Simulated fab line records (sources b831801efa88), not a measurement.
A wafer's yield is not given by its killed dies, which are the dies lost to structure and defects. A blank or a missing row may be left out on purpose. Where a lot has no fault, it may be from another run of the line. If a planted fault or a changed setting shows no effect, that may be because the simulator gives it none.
Chamber matching    flow sky130    SKY_VIA3_CMP_24 on cmp-01 has 4 sister chambers
The step polishes, stops on SiO2, t overpolish 20 s, target thk 0 nm. 16 wafers are shown with their chamber, then 8 later ones without.

WAFERS WITH THEIR CHAMBER
wafer   chamber  motor_current_A (A)  retaining_ring_pressure_frac  time_to_endpoint_s (s)
L082.2  2        11.2                 1.012                         96
L082.4  3        12.0                 1.005                         99
L082.6  0        8.9                  0.998                         100
L087.2  1        10.3                 0.996                         96
L087.4  3        11.6                 0.999                         96
L087.5  3        11.5                 0.996                         101
L089.1  2        11.0                 1.005                         105
L089.2  0        9.1                  0.994                         103
L089.3  3        11.5                 1.000                         100
L090.4  2        11.3                 1.005                         105
L090.5  1        10.1                 0.996                         97
L090.6  2        10.7                 1.008                         97
L091.2  0        9.5                  0.992                         98
L091.3  2        10.7                 1.000                         98
L091.6  1        10.2                 1.003                         96
L092.4  1        10.0                 0.999                         94

SIGNATURES (means of the wafers above)
reading                       chamber 0  chamber 1  chamber 2  chamber 3  scatter within a chamber
motor_current_A               9.167      10.150     10.980     11.650     0.244
retaining_ring_pressure_frac  0.99467    0.99850    1.00600    1.00000    0.00378
time_to_endpoint_s            100.33     95.75      100.20     99.00      3.03
Rule: a wafer lies at a distance from a chamber equal to the root of the sum of squares, over the readings, of (its reading less the chamber's mean, divided by the reading's scatter). If the next closest chamber is less than 2 further off than the closest, the wafer can't be placed; otherwise it belongs to the closest. The scatter: the root of (the sum of the squares of (reading less its chamber's mean) over the shown wafers, divided by (wafers less chambers)).

WAFERS WITHOUT THEIR CHAMBER
wafer   motor_current_A (A)  retaining_ring_pressure_frac  time_to_endpoint_s (s)
L092.5  11.4                 0.995                         99
L092.6  10.9                 1.000                         93
L094.3  11.5                 1.006                         98
L094.5  11.0                 1.007                         96
L094.6  10.9                 1.000                         99
L097.2  12.2                 1.003                         102
L097.5  10.2                 1.002                         96
L097.6  11.3                 0.996                         97

WHICH CHAMBER EACH ONE RAN IN
wafer   from the rows above           in truth
L092.5  can't be placed: 3 or 2       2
L092.6  can't be placed: 2 or 1 or 3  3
L094.3  can't be placed: 3 or 2       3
L094.5  can't be placed: 2 or 3       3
L094.6  can't be placed: 2 or 3 or 1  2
L097.2  3                             3
L097.5  1                             1
L097.6  can't be placed: 3 or 2       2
Placed correctly: 2 of 8. Can't be placed from these rows: 6 (the true chamber is among the candidates in 6). Wrongly placed: 0.
